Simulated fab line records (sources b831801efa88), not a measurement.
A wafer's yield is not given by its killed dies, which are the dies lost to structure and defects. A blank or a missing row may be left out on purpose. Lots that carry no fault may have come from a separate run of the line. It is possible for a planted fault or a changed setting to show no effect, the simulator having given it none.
fab line records | flow sky130
record lots=5 wafers=15 lastDay=50
route steps=708 shown LDD_LDN@297 SPACER@304 POLY_CUT@307 SD_P@320
lots with no fault: from the same line, run without faults
startH: start of the lot's first displayed wafer, in hours after the record's first day | waitH: how many hours have passed since the lot's step before this one | " unchanged from the row above | L1.1+2: one row covering several wafers at once | - either no value or no given start | * or withheld: withheld | < > ~ a bound
route shown NAME@n: a module of which the file shows steps, and the number in the route of the first | usual: the fault-free wafers' mean and standard deviation | same: alike in all rows | chamber/n: place in a boat | sites: the reading at each site | _std_site: the values' standard deviation | _edge_site: outer sites' mean less inner sites' | radiusMm: for every site, how far away it sits from the centre of the wafer | mask NAME#n: copy n | behind: the most recent tool/chamber to have shaped the wafer | hold: why the lot went on hold/how many hours it stayed there/how the hold came to an end | device: names the non-switching transistor (n, p or np) | end of line: tests run on the same wafers once the route is complete | for a step that has no rows: nothing shown but its recipe | killed: count of dies lost to structure and defects at first sort (not the wafer's yield) | map: a wafer's dies, x killed, . not, _ none there
set.NAME: the setting as run; set.NAME@STEP: as run at that earlier step | model.NAME: the simulator's own value behind a step, which no gauge read
lots at selected steps of the route; one table per step, one row per wafer
services: from which hour (startH, from the record's first day; less than 0 if before it) a tool's chamber was out of use, for how many hours, and why
## steps
# step SKY_LDD_LDN_IMPLANT_08
# recipe species=As energyKev=15 doseCm2=1.25e+13 tiltDeg=withheld rotationDeg=23
# usual beamEnergyKeV=15.001/0.0047 rotationDeg=23.003/0.023
# columns lot.wafer tool chamber startH waitH beamEnergyKeV rotationDeg
L084.2 implanter-01 0 602.70 0.0 15.000 22.985
L084.3 " 0 " " 14.996 22.994
L084.4 " 0 " " 14.995 22.991
L090.1 implanter-03 0 657.98 0.0 15.002 22.959
L090.3 " 0 " " 14.996 22.968
L090.6 " 0 " " 14.997 22.966
L093.3 implanter-03 0 682.77 0.1 14.997 22.995
L093.4 " 0 " " 15.000 23.032
L093.5 " 0 " " 15.003 23.016
L096.1 implanter-02 0 705.37 0.0 14.999 22.985
L096.2 " 0 " " 14.999 22.988
L096.4 " 0 " " 15.005 22.986
L097.3 implanter-02 0 708.42 0.1 15.007 23.012
L097.4 " 0 " " 15.009 23.026
L097.6 " 0 " " 15.009 23.003
# step SKY_LDD_LDN_IMPLANT_09
# recipe species=As energyKev=15 doseCm2=1.25e+13 tiltDeg=withheld rotationDeg=113
# usual beamEnergyKeV=14.999/0.0047 rotationDeg=113.00/0.03
# columns lot.wafer tool chamber startH waitH beamEnergyKeV rotationDeg
L084.2 implanter-01 0 602.85 0.1 14.995 112.95
L084.3 " 0 " " 14.992 112.95
L084.4 " 0 " " 14.997 113.02
L090.1 implanter-03 0 658.13 0.1 15.001 113.03
L090.3 " 0 " " 15.002 113.02
L090.6 " 0 " " 15.002 112.96
L093.3 implanter-03 0 682.92 0.1 14.996 112.93
L093.4 " 0 " " 14.993 112.98
L093.5 " 0 " " 14.995 112.96
L096.1 implanter-02 0 705.52 0.1 14.997 112.96
L096.2 " 0 " " 14.999 112.99
L096.4 " 0 " " 15.001 113.00
L097.3 implanter-02 0 708.57 0.1 14.997 112.96
L097.4 " 0 " " 15.004 112.96
L097.6 " 0 " " 15.002 113.00
# step SKY_LDD_LDN_IMPLANT_10
# recipe species=As energyKev=15 doseCm2=1.25e+13 tiltDeg=withheld rotationDeg=203
# usual beamEnergyKeV=14.999/0.0053 rotationDeg=203.00/0.039
# columns lot.wafer tool chamber startH waitH beamEnergyKeV rotationDeg
L084.2 implanter-01 0 603.00 0.1 15.005 203.00
L084.3 " 0 " " 15.001 202.98
L084.4 " 0 " " 15.003 202.99
L090.1 implanter-03 0 658.28 0.1 14.994 202.98
L090.3 " 0 " " 15.000 203.02
L090.6 " 0 " " 14.996 203.00
L093.3 implanter-03 0 683.07 0.1 14.994 202.96
L093.4 " 0 " " 14.990 203.00
L093.5 " 0 " " 15.000 203.00
L096.1 implanter-02 0 705.67 0.1 14.999 202.93
L096.2 " 0 " " 14.994 203.04
L096.4 " 0 " " 14.990 202.99
L097.3 implanter-02 0 708.72 0.1 15.010 202.99
L097.4 " 0 " " 14.999 203.01
L097.6 " 0 " " 15.004 203.00
# step SKY_LDD_LDN_IMPLANT_11
# recipe species=As energyKev=15 doseCm2=1.25e+13 tiltDeg=withheld rotationDeg=293
# usual beamEnergyKeV=15.000/0.0042 rotationDeg=293.00/0.051
# columns lot.wafer tool chamber startH waitH beamEnergyKeV rotationDeg
L084.2 implanter-01 0 603.15 0.1 15.006 292.98
L084.3 " 0 " " 14.995 293.01
L084.4 " 0 " " 14.999 292.94
L090.1 implanter-03 0 658.43 0.1 14.998 293.06
L090.3 " 0 " " 15.001 293.04
L090.6 " 0 " " 14.993 293.03
L093.3 implanter-03 0 683.22 0.1 15.000 292.95
L093.4 " 0 " " 14.998 293.05
L093.5 " 0 " " 14.998 292.96
L096.1 implanter-02 0 705.82 0.1 15.003 292.98
L096.2 " 0 " " 15.003 292.93
L096.4 " 0 " " 14.997 292.97
L097.3 implanter-02 0 708.87 0.1 15.006 292.92
L097.4 " 0 " " 15.001 292.95
L097.6 " 0 " " 14.995 293.04
# step SKY_LDD_LDN_STRIP_12
# recipe chemistry=O2/N2 powerW=1400 pressureMtorr=1500 platenTempC=withheld o2FlowSccm=3000 n2FlowSccm=300 overashFraction=0.5
# usual drypumpMotorCurrentA=5.6/0.39 oesProductAu=0.715/0.0039 stripTimeToEndpointS=14.17/0.041
# columns lot.wafer tool chamber startH waitH drypumpMotorCurrentA oesProductAu rfHoursCounterH stripTimeToEndpointS
L084.2 plasmaAsher-01 0 603.28 0.1 5.8 0.718 80 14.14
L084.3 " 0 " " 5.8 0.708 - 14.13
L084.4 " 1 " " 5.2 0.716 - 14.16
L090.1 plasmaAsher-04 0 658.58 0.1 6.0 0.716 95 14.19
L090.3 " 1 " " 6.0 0.715 - 14.20
L090.6 " 0 " " 6.0 0.713 - 14.14
L093.3 plasmaAsher-01 1 683.36 0.1 5.2 0.714 - 14.11
L093.4 " 0 " " 5.9 0.715 - 14.16
L093.5 " 1 " " 5.2 0.716 - 14.14
L096.1 plasmaAsher-01 1 705.97 0.1 5.2 0.714 90 14.13
L096.2 " 0 " " 5.8 0.710 90 14.09
L096.4 " 1 " " 5.2 0.714 - 14.11
L097.3 plasmaAsher-04 0 709.01 0.1 6.0 0.709 - 14.21
L097.4 " 1 " " 6.0 0.716 - 14.25
L097.6 " 1 " " 6.0 0.717 - 14.23
# step SKY_LDD_LDN_TW_MEAS_13
# usual LDD_LDN_TW=1479/8.2
# columns lot.wafer tool chamber startH waitH LDD_LDN_TW
L084.2 filmMetro-03 - 603.39 0.1 1483
L084.3 " - " " 1483
L084.4 " - " " 1471
L090.1 filmMetro-03 - 658.68 0.1 1483
L090.3 " - " " 1472
L090.6 " - " " 1483
L093.3 filmMetro-01 - 683.44 0.1 1471
L093.4 " - " " 1463
L093.5 " - " " 1468
L096.1 filmMetro-04 - 706.07 0.1 1488
L096.2 " - " " 1482
L096.4 " - " " 1484
L097.3 filmMetro-01 - 709.09 0.1 1468
L097.4 " - " " 1468
L097.6 " - " " 1472
# step SKY_LDD_LDN_CLEAN_14
# recipe chemistry=SC1/SC2 mix=1:4:20 tempC=70 timeS=150 dry=n2Spin
# columns lot.wafer tool chamber startH waitH
L084.2+3+4 wetBench-04 3 603.44 0.0
L090.1+3+6 wetBench-03 0 658.74 0.1
L093.3+4+5 wetBench-04 0 683.48 0.0
L096.1+2+4 wetBench-03 1 706.13 0.1
L097.3+4+6 wetBench-03 0 709.13 0.0
# step SKY_SPACER_CVD_00
# recipe material=Si3N4 precursor=DCS/NH3 targetThkNm=43.1 tempC=770 timeS=740 pressureMtorr=250
# usual pressureMtorr=249.9/0.51 spikeTcBottomC=793.0/2.3
# columns lot.wafer tool chamber startH waitH pressureMtorr spikeTcBottomC
L084.2 lpcvd-02 0 605.76 2.3 250.1 790.0
L084.3 " 0 " " 249.8 789.8
L084.4 " 0 " " 250.2 788.7
L090.1 lpcvd-02 1 658.79 0.0 249.5 794.8
L090.3 " 1 " " 250.0 794.4
L090.6 " 1 " " 250.5 793.4
L093.3 lpcvd-02 1 683.53 0.0 250.1 794.9
L093.4 " 1 " " 249.8 795.0
L093.5 " 1 " " 250.2 794.4
L096.1 lpcvd-02 1 706.61 0.4 249.6 793.8
L096.2 " 1 " " 250.1 794.1
L096.4 " 1 " " 249.9 794.4
L097.3 lpcvd-02 1 709.19 0.0 248.6 792.9
L097.4 " 1 " " 249.3 795.0
L097.6 " 1 " " 249.3 795.5
# step SKY_SPACER_THK_MEAS_01
# recipe reads=Si3N4_of_SPACER_CVD_00
# usual SPACER_CVD_00_THK=42.9/0.39
# columns lot.wafer tool chamber startH waitH SPACER_CVD_00_THK[nm]
L084.2 filmMetro-01 - 608.48 0.0 42.9
L084.3 " - " " 43.3
L084.4 " - " " 42.7
L090.1 filmMetro-04 - 660.00 0.0 43.4
L090.3 " - " " 43.6
L090.6 " - " " 43.5
L093.3 filmMetro-01 - 684.76 0.0 42.7
L093.4 " - " " 42.4
L093.5 " - " " 42.6
L096.1 filmMetro-02 - 707.82 0.0 43.1
L096.2 " - " " 43.0
L096.4 " - " " 42.8
L097.3 filmMetro-02 - 710.41 0.0 43.0
L097.4 " - " " 43.0
L097.6 " - " " 43.2
# step SKY_SPACER_ETCHBACK_02
# recipe chemistry=CH3F/O2 target=Si3N4 stopOn=SiO2 sourceW=400 biasW=80 pressureMtorr=25 ch3fFlowSccm=40 O2_flow_sccm=30 timeS=46.7 targetDepthA=450
# usual biasW=80.05/0.23 drypumpMotorCurrentA=5.6/0.5 oesProductAu=0.852/0.0063 throttleValvePct=10.562/0.0096
# columns lot.wafer tool chamber startH waitH biasW drypumpMotorCurrentA oesProductAu rfHoursCounterH throttleValvePct
L084.2 rieDiel-03 2 608.53 0.0 79.68 5.3 0.847 3 10.564
L084.3 " 0 " " 80.03 5.8 0.860 63 10.562
L084.4 " 2 " " 79.81 5.3 0.846 - 10.561
L090.1 rieDiel-03 3 660.06 0.1 79.87 6.6 0.858 58 10.554
L090.3 " 1 " " 80.01 5.5 0.866 2 10.561
L090.6 " 2 " " 80.17 5.3 0.857 - 10.583
L093.3 rieDiel-04 0 684.80 0.0 79.97 5.1 0.853 12 10.571
L093.4 " 2 " " 80.54 5.2 0.843 17 10.570
L093.5 " 2 " " 79.98 5.2 0.847 - 10.568
L096.1 rieDiel-04 1 707.88 0.1 79.83 6.1 0.865 13 10.548
L096.2 " 2 " " 80.23 5.2 0.856 17 10.553
L096.4 " 3 " " 79.62 5.6 0.848 7 10.595
L097.3 rieDiel-04 1 710.45 0.0 79.81 6.1 0.851 13 10.563
L097.4 " 0 " " 80.26 5.1 0.856 12 10.542
L097.6 " 3 " " 79.87 5.6 0.858 - 10.570
# step SKY_POLY_CUT_DEHYDRATE_00
# recipe tempC=200 timeS=60
# usual heaterPowerTotalW=160.38/0.12
# columns lot.wafer tool chamber startH waitH heaterPowerTotalW
L084.2 lithoTrack-04 0 621.66 13.1 160.26
L084.3 " 0 " " 160.41
L084.4 " 0 " " 160.42
L090.1 lithoTrack-03 0 672.89 12.8 160.34
L090.3 " 0 " " 160.33
L090.6 " 0 " " 160.36
L093.3 lithoTrack-03 0 698.49 13.7 160.39
L093.4 " 0 " " 160.45
L093.5 " 0 " " 160.28
L096.1 lithoTrack-03 0 721.44 13.5 160.23
L096.2 " 0 " " 160.19
L096.4 " 0 " " 160.48
L097.3 lithoTrack-03 0 724.04 13.6 160.34
L097.4 " 0 " " 160.41
L097.6 " 0 " " 160.26
# step SKY_POLY_CUT_HMDS_01
# recipe primeTimeS=60 primeTempC=120
# columns lot.wafer tool chamber startH waitH
L084.2+3+4 lithoTrack-04 0 621.81 0.1
L090.1+3+6 lithoTrack-03 0 673.04 0.1
L093.3+4+5 lithoTrack-03 0 698.64 0.1
L096.1+2+4 lithoTrack-03 0 721.59 0.1
L097.3+4+6 lithoTrack-03 0 724.19 0.1
# step SKY_POLY_CUT_COAT_02
# recipe resist=BARC tempC=withheld timeS=withheld spinRpm=3000 resistThkNm=60
# columns lot.wafer tool chamber startH waitH
L084.2+3+4 lithoTrack-04 0 621.96 0.1
L090.1+3+6 lithoTrack-03 0 673.19 0.1
L093.3+4+5 lithoTrack-03 0 698.79 0.1
L096.1+2+4 lithoTrack-03 0 721.74 0.1
L097.3+4+6 lithoTrack-03 0 724.34 0.1
# step SKY_POLY_CUT_COAT_03
# recipe resist=KrF-thick spinRpm=3000 resistThkNm=447.2
# columns lot.wafer tool chamber startH waitH
L084.2+3+4 lithoTrack-04 0 - -
L090.1+3+6 lithoTrack-03 0 - -
L093.3+4+5 lithoTrack-03 0 - -
L096.1+2+4 lithoTrack-03 0 - -
L097.3+4+6 lithoTrack-03 0 - -
# step SKY_POLY_CUT_SOFTBAKE_04
# recipe tempC=100 timeS=90 resist=KrF-thick
# usual heaterPowerTotalW=57.36/0.13
# columns lot.wafer tool chamber startH waitH heaterPowerTotalW
L084.2 lithoTrack-04 0 - - 57.55
L084.3 " 0 " " 57.32
L084.4 " 0 " " 57.37
L090.1 lithoTrack-03 0 - - 57.58
L090.3 " 0 " " 57.21
L090.6 " 0 " " 57.31
L093.3 lithoTrack-03 0 - - 57.38
L093.4 " 0 " " 57.43
L093.5 " 0 " " 57.29
L096.1 lithoTrack-03 0 - - 57.47
L096.2 " 0 " " 57.37
L096.4 " 0 " " 57.40
L097.3 lithoTrack-03 0 - - 57.43
L097.4 " 0 " " 57.13
L097.6 " 0 " " 57.52
# step SKY_POLY_CUT_EXPOSE_05
# recipe maskId=NPCM na=0.8 sourceShape=annular sigmaInner=0.55 sigmaOuter=0.85 targetCdNm=270 doseMj=32
# usual focusOffsetNm=0.0/0.53
# columns lot.wafer tool chamber startH waitH mask focusOffsetNm
L084.2 krfScanner-02 0 - - NPCM#0 -0.4
L084.3 " 0 " " NPCM#0 -0.2
L084.4 " 0 " " NPCM#0 -0.9
L090.1 krfScanner-01 0 - - NPCM#0 0.4
L090.3 " 0 " " NPCM#0 0.2
L090.6 " 0 " " NPCM#0 0.4
L093.3 krfScanner-01 0 - - NPCM#0 0.8
L093.4 " 0 " " NPCM#0 0.2
L093.5 " 0 " " NPCM#0 -0.1
L096.1 krfScanner-01 0 - - NPCM#0 -0.5
L096.2 " 0 " " NPCM#0 -0.5
L096.4 " 0 " " NPCM#0 -0.8
L097.3 krfScanner-01 0 - - NPCM#0 0.3
L097.4 " 0 " " NPCM#0 0.6
L097.6 " 0 " " NPCM#0 0.5
# step SKY_POLY_CUT_PEB_06
# recipe pebTempC=withheld pebTimeS=withheld resist=KrF-thick
# columns lot.wafer tool chamber startH waitH
L084.2+3+4 lithoTrack-04 0 - -
L090.1+3+6 lithoTrack-03 0 - -
L093.3+4+5 lithoTrack-01 0 - -
L096.1+2+4 lithoTrack-03 0 - -
L097.3+4+6 lithoTrack-04 0 - -
# step SKY_POLY_CUT_DEVELOP_07
# recipe developTimeS=60 resist=KrF-thick devTempC=21
# usual developerTempC=21.01/0.11
# columns lot.wafer tool chamber startH waitH developerTempC
L084.2 lithoTrack-04 0 - - 21.22
L084.3 " 0 " " 21.10
L084.4 " 0 " " 21.19
L090.1 lithoTrack-03 0 - - 20.96
L090.3 " 0 " " 21.15
L090.6 " 0 " " 21.15
L093.3 lithoTrack-01 0 - - 20.93
L093.4 " 0 " " 20.92
L093.5 " 0 " " 21.06
L096.1 lithoTrack-03 0 - - 20.74
L096.2 " 0 " " 20.85
L096.4 " 0 " " 20.86
L097.3 lithoTrack-04 0 - - 21.22
L097.4 " 0 " " 21.08
L097.6 " 0 " " 21.13
# step SKY_POLY_CUT_CD_MEAS_08
# recipe targetCdNm=270
# usual cdNm=269.9/1.1
# columns lot.wafer tool chamber startH waitH cdNm
L084.2 cdSem-01 - 637.51 - 269.4
L084.3 " - " " 269.8
L084.4 " - " " 270.0
L090.1 cdSem-01 - 686.64 - 269.2
L090.3 " - " " 267.9
L090.6 " - " " 268.7
L093.3 cdSem-01 - 712.76 - 267.7
L093.4 " - " " 269.4
L093.5 " - " " 269.0
L096.1 cdSem-02 - 735.89 - 270.9
L096.2 " - " " 270.9
L096.4 " - " " 270.3
L097.3 cdSem-02 - 737.98 - 270.9
L097.4 " - " " 269.5
L097.6 " - " " 269.5
# step SKY_POLY_CUT_OVL_MEAS_09
# usual POLY_CUT_OVL=0/4.8
# columns lot.wafer tool chamber startH waitH POLY_CUT_OVL[nm]
L084.2 overlay-02 - 637.61 0.1 -2
L084.3 " - " " -6
L084.4 " - " " -1
L090.1 overlay-01 - 686.76 0.1 4
L090.3 " - " " 5
L090.6 " - " " 2
L093.3 overlay-01 - 712.85 0.1 3
L093.4 " - " " 0
L093.5 " - " " 4
L096.1 overlay-02 - 736.01 0.1 -4
L096.2 " - " " 0
L096.4 " - " " 5
L097.3 overlay-02 - 738.07 0.1 3
L097.4 " - " " -11
L097.6 " - " " -5
# step SKY_POLY_CUT_ETCH_10
# recipe chemistry=N2/H2 target=BARC ionEnergyEv=200 sourceW=500 biasW=100 pressureMtorr=30 n2FlowSccm=100 h2FlowSccm=200 stopOn=SiO2 timeS=45.9 targetDepthA=600
# usual biasW=99.9/0.33 drypumpMotorCurrentA=5.8/0.52 oesProductAu=0.855/0.0048 throttleValvePct=13.227/0.0091
# columns lot.wafer tool chamber startH waitH biasW drypumpMotorCurrentA oesProductAu rfHoursCounterH throttleValvePct
L084.2 rieDiel-01 0 637.64 0.0 99.8 6.2 0.860 18 13.214
L084.3 " 1 " " 99.6 5.2 0.856 11 13.212
L084.4 " 3 " " 99.9 6.0 0.845 15 13.215
L090.1 rieDiel-03 1 686.80 0.0 100.1 5.5 0.851 3 13.235
L090.3 " 2 " " 99.9 5.3 0.859 5 13.226
L090.6 " 2 " " 99.9 5.3 0.854 - 13.223
L093.3 rieDiel-03 3 712.88 0.0 100.3 6.6 0.854 0 13.239
L093.4 " 0 " " 99.9 5.8 0.854 1 13.226
L093.5 " 2 " " 99.9 5.3 0.855 - 13.231
L096.1 rieDiel-01 1 736.05 0.0 99.8 5.1 0.853 13 13.228
L096.2 " 0 " " 100.2 6.2 0.854 21 13.230
L096.4 " 3 " " 100.3 6.0 0.854 17 13.228
L097.3 rieDiel-03 2 738.09 0.0 100.3 5.3 0.856 6 13.227
L097.4 " 3 " " 99.4 6.6 0.849 1 13.236
L097.6 " 0 " " 99.6 5.8 0.860 - 13.213
# step SKY_POLY_CUT_ETCH_11
# recipe target=Si3N4 chemistry=CF4/CH2F2/Ar stopOn=poly-Si sourceW=600 biasW=150 pressureMtorr=40 cf4FlowSccm=40 ch2f2FlowSccm=20 Ar_flow_sccm=150 timeS=42.5 targetDepthA=600
# usual biasW=150.0/0.49 drypumpMotorCurrentA=5.8/0.52 oesProductAu=0.827/0.0067 throttleValvePct=14.993/0.009
# columns lot.wafer tool chamber startH waitH biasW drypumpMotorCurrentA oesProductAu rfHoursCounterH throttleValvePct
L084.2 rieDiel-01 0 637.68 0.0 150.7 6.2 0.811 18 15.009
L084.3 " 1 " " 150.7 5.2 0.825 11 14.988
L084.4 " 3 " " 150.5 6.0 0.825 15 14.993
L090.1 rieDiel-03 1 686.84 0.0 149.4 5.5 0.824 3 14.996
L090.3 " 2 " " 150.3 5.3 0.824 5 15.003
L090.6 " 2 " " 149.9 5.3 0.832 - 15.012
L093.3 rieDiel-03 3 712.92 0.0 150.1 6.6 0.835 0 14.988
L093.4 " 0 " " 150.1 5.8 0.834 1 15.005
L093.5 " 2 " " 149.6 5.3 0.832 - 14.979
L096.1 rieDiel-01 1 736.09 0.0 149.7 5.2 0.825 13 14.990
L096.2 " 0 " " 149.9 6.2 0.835 21 14.968
L096.4 " 3 " " 150.5 6.0 0.825 17 14.997
L097.3 rieDiel-03 2 738.14 0.0 150.0 5.3 0.831 6 14.995
L097.4 " 3 " " 150.2 6.6 0.838 1 14.991
L097.6 " 0 " " 148.7 5.8 0.841 - 15.004
# step SKY_POLY_CUT_STRIP_12
# recipe chemistry=O2/N2 powerW=1400 pressureMtorr=1500 platenTempC=withheld o2FlowSccm=3000 n2FlowSccm=300 overashFraction=0.5
# usual drypumpMotorCurrentA=5.7/0.53 oesProductAu=0.451/0.0045 stripTimeToEndpointS=5.324/0.016
# columns lot.wafer tool chamber startH waitH drypumpMotorCurrentA oesProductAu rfHoursCounterH stripTimeToEndpointS
L084.2 plasmaAsher-03 1 637.72 0.0 5.9 0.450 48 5.336
L084.3 " 1 " " 5.9 0.443 - 5.321
L084.4 " 0 " " 6.5 0.450 - 5.339
L090.1 plasmaAsher-02 0 686.88 0.0 5.2 0.450 26 5.325
L090.3 " 0 " " 5.2 0.454 - 5.331
L090.6 " 1 " " 5.1 0.447 - 5.309
L093.3 plasmaAsher-02 1 712.99 0.1 5.1 0.454 - 5.328
L093.4 " 0 " " 5.2 0.448 - 5.326
L093.5 " 1 " " 5.1 0.454 - 5.358
L096.1 plasmaAsher-03 1 736.13 0.0 5.9 0.452 59 5.345
L096.2 " 0 " " 6.5 0.442 59 5.344
L096.4 " 1 " " 5.9 0.455 - 5.310
L097.3 plasmaAsher-03 0 738.21 0.1 6.5 0.453 - 5.319
L097.4 " 1 " " 5.8 0.446 - 5.304
L097.6 " 1 " " 5.8 0.456 - 5.309
# step SKY_SD_P_DEHYDRATE_00
# recipe tempC=200 timeS=60
# usual heaterPowerTotalW=160.38/0.12
# columns lot.wafer tool chamber startH waitH heaterPowerTotalW
L084.2 lithoTrack-01 0 650.69 12.9 160.20
L084.3 " 0 " " 160.24
L084.4 " 0 " " 160.17
L090.1 lithoTrack-01 0 700.77 13.9 160.20
L090.3 " 0 " " 160.37
L090.6 " 0 " " 160.37
L093.3 lithoTrack-01 0 727.07 14.0 160.34
L093.4 " 0 " " 160.50
L093.5 " 0 " " 160.41
L096.1 lithoTrack-02 0 748.80 12.6 160.25
L096.2 " 0 " " 160.33
L096.4 " 0 " " 160.32
L097.3 lithoTrack-02 0 750.45 12.2 160.38
L097.4 " 0 " " 160.24
L097.6 " 0 " " 160.36
# step SKY_SD_P_HMDS_01
# recipe primeTimeS=60 primeTempC=120
# columns lot.wafer tool chamber startH waitH
L084.2+3+4 lithoTrack-01 0 650.84 0.1
L090.1+3+6 lithoTrack-01 0 700.92 0.1
L093.3+4+5 lithoTrack-01 0 727.22 0.1
L096.1+2+4 lithoTrack-02 0 748.95 0.1
L097.3+4+6 lithoTrack-02 0 750.60 0.1
# step SKY_SD_P_COAT_02
# recipe resist=NOVOLAK spinRpm=3000 resistThkNm=1140
# columns lot.wafer tool chamber startH waitH
L084.2+3+4 lithoTrack-01 0 650.99 0.1
L090.1+3+6 lithoTrack-01 0 701.07 0.1
L093.3+4+5 lithoTrack-01 0 727.37 0.1
L096.1+2+4 lithoTrack-02 0 749.10 0.1
L097.3+4+6 lithoTrack-02 0 750.75 0.1
# step SKY_SD_P_SOFTBAKE_03
# recipe tempC=90 timeS=62.55 resist=NOVOLAK
# usual heaterPowerTotalW=56.52/0.047 plateSensorTCentreC=90.757/0.011 plateSensorTEdgeC=90.829/0.0096 softbakeTempC=89.98/0.13
# columns lot.wafer tool chamber startH waitH heaterPowerTotalW plateSensorTCentreC plateSensorTEdgeC softbakeTempC
L084.2 lithoTrack-01 0 651.14 0.1 56.54 90.748 90.820 89.92
L084.3 " 0 " " 56.52 90.749 90.837 90.10
L084.4 " 0 " " 56.53 90.775 90.823 89.75
L090.1 lithoTrack-01 0 701.22 0.1 56.58 90.752 90.821 89.87
L090.3 " 0 " " 56.55 90.759 90.834 89.80
L090.6 " 0 " " 56.51 90.751 90.822 90.01
L093.3 lithoTrack-01 0 727.52 0.1 56.46 90.749 90.833 90.04
L093.4 " 0 " " 56.56 90.752 90.809 89.96
L093.5 " 0 " " 56.54 90.746 90.836 90.00
L096.1 lithoTrack-02 0 749.25 0.1 56.53 90.755 90.832 89.96
L096.2 " 0 " " 56.61 90.750 90.818 89.98
L096.4 " 0 " " 56.51 90.764 90.826 90.11
L097.3 lithoTrack-02 0 750.90 0.1 56.55 90.755 90.833 89.86
L097.4 " 0 " " 56.51 90.756 90.845 90.00
L097.6 " 0 " " 56.51 90.743 90.833 90.13
# step SKY_SD_P_EXPOSE_04
# recipe maskId=PSDM na=0.6 sourceShape=conventional sigmaOuter=0.6 polarization=unpolarized targetCdNm=380 doseMj=138
# usual focusOffsetNm=0.0/0.5
# columns lot.wafer tool chamber startH waitH mask focusOffsetNm
L084.2 ilineStepper-02 0 - - PSDM#0 1.1
L084.3 " 0 " " PSDM#0 0.3
L084.4 " 0 " " PSDM#0 0.5
L090.1 ilineStepper-01 0 - - PSDM#0 -0.5
L090.3 " 0 " " PSDM#0 0.0
L090.6 " 0 " " PSDM#0 0.6
L093.3 ilineStepper-01 0 - - PSDM#0 -0.9
L093.4 " 0 " " PSDM#0 -0.8
L093.5 " 0 " " PSDM#0 -0.3
L096.1 ilineStepper-01 0 - - PSDM#0 0.5
L096.2 " 0 " " PSDM#0 0.6
L096.4 " 0 " " PSDM#0 0.9
L097.3 ilineStepper-02 0 - - PSDM#0 -0.2
L097.4 " 0 " " PSDM#0 0.0
L097.6 " 0 " " PSDM#0 -0.6
# step SKY_SD_P_PEB_05
# recipe tempC=withheld timeS=* resist=NOVOLAK
# columns lot.wafer tool chamber startH waitH
L084.2+3+4 lithoTrack-01 0 - -
L090.1+3+6 lithoTrack-04 0 - -
L093.3+4+5 lithoTrack-04 0 - -
L096.1+2+4 lithoTrack-02 0 - -
L097.3+4+6 lithoTrack-02 0 - -
# step SKY_SD_P_DEVELOP_06
# recipe resist=NOVOLAK developer=TMAH developTimeS=60 devTempC=23
# usual developerTempC=22.99/0.11
# columns lot.wafer tool chamber startH waitH developerTempC
L084.2 lithoTrack-01 0 665.29 0.1 22.81
L084.3 " 0 " " 22.96
L084.4 " 0 " " 22.90
L090.1 lithoTrack-04 0 714.29 0.1 23.09
L090.3 " 0 " " 22.83
L090.6 " 0 " " 23.12
L093.3 lithoTrack-04 0 740.59 0.1 22.98
L093.4 " 0 " " 22.99
L093.5 " 0 " " 23.00
L096.1 lithoTrack-02 0 762.50 0.1 23.19
L096.2 " 0 " " 22.96
L096.4 " 0 " " 22.98
L097.3 lithoTrack-02 0 764.10 0.1 22.90
L097.4 " 0 " " 23.00
L097.6 " 0 " " 22.77
# step SKY_SD_P_CD_MEAS_07
# recipe targetCdNm=380
# usual cdNm=380.1/2.3
# columns lot.wafer tool chamber startH waitH cdNm
L084.2 cdSem-02 - 665.44 0.1 381.1
L084.3 " - " " 381.5
L084.4 " - " " 381.3
L090.1 cdSem-02 - 714.44 0.1 379.9
L090.3 " - " " 383.7
L090.6 " - " " 380.0
L093.3 cdSem-02 - 740.73 0.1 382.3
L093.4 " - " " 382.8
L093.5 " - " " 382.0
L096.1 cdSem-02 - 762.65 0.1 377.9
L096.2 " - " " 379.2
L096.4 " - " " 378.6
L097.3 cdSem-02 - 764.24 0.1 379.0
L097.4 " - " " 379.9
L097.6 " - " " 379.4
# step SKY_SD_P_OVL_MEAS_08
# usual SD_P_OVL=-0.6/1.6
# columns lot.wafer tool chamber startH waitH SD_P_OVL[nm]
L084.2 overlay-02 - 665.55 0.1 2.2
L084.3 " - " " 2.8
L084.4 " - " " 1.8
L090.1 overlay-02 - 714.56 0.1 -1.3
L090.3 " - " " 0.5
L090.6 " - " " -0.9
L093.3 overlay-01 - 740.82 0.1 0.5
L093.4 " - " " 2.4
L093.5 " - " " 0.2
L096.1 overlay-01 - 762.77 0.1 -3.9
L096.2 " - " " -3.1
L096.4 " - " " -3.9
L097.3 overlay-02 - 764.33 0.1 -0.8
L097.4 " - " " -0.7
L097.6 " - " " 1.5
# step SKY_SD_P_IMPLANT_09
# recipe species=BF2 energyKev=20 doseCm2=3e+15 tiltDeg=0
# usual beamEnergyKeV=20.001/0.0062
# columns lot.wafer tool chamber startH waitH beamEnergyKeV
L084.2 implanter-01 0 665.60 0.0 20.004
L084.3 " 0 " " 19.989
L084.4 " 0 " " 20.001
L090.1 implanter-04 0 714.59 0.0 19.998
L090.3 " 0 " " 19.998
L090.6 " 0 " " 20.012
L093.3 implanter-04 0 740.89 0.1 20.001
L093.4 " 0 " " 20.015
L093.5 " 0 " " 19.998
L096.1 implanter-04 0 762.80 0.0 20.006
L096.2 " 0 " " 19.998
L096.4 " 0 " " 20.003
L097.3 implanter-04 0 764.40 0.1 19.993
L097.4 " 0 " " 19.998
L097.6 " 0 " " 20.005
## services
# columns tool chamber startH hours kind
wetBench-03 - 582.89 4.0 repair
ilineStepper-01 - 590.90 1.7 pm
rieDiel-03 1 606.25 4.5 repair
implanter-03 - 607.63 0.6 repair
krfScanner-01 - 612.85 32.9 repair
implanter-04 - 613.98 4.0 repair
implanter-03 - 614.14 1.8 repair
ilineStepper-01 - 615.20 2.1 pm
implanter-01 - 615.90 5.3 repair
implanter-02 - 618.23 4.0 repair
implanter-04 - 625.01 1.0 repair
implanter-01 - 652.70 5.6 repair
krfScanner-01 - 653.09 1.0 pm
rieDiel-01 - 675.81 2.8 pm
krfScanner-01 - 677.40 0.8 pm
lpcvd-02 - 697.67 1.2 repair
krfScanner-01 - 698.29 0.8 repair
implanter-04 - 698.42 1.2 repair
implanter-04 - 700.45 6.0 pm
implanter-02 - 712.37 35.3 repair
rieDiel-01 2 720.83 4.2 repair
implanter-01 - 722.16 1.9 pm
krfScanner-01 - 734.13 1.3 pm
implanter-04 - 753.17 4.9 repair
## key
fault none
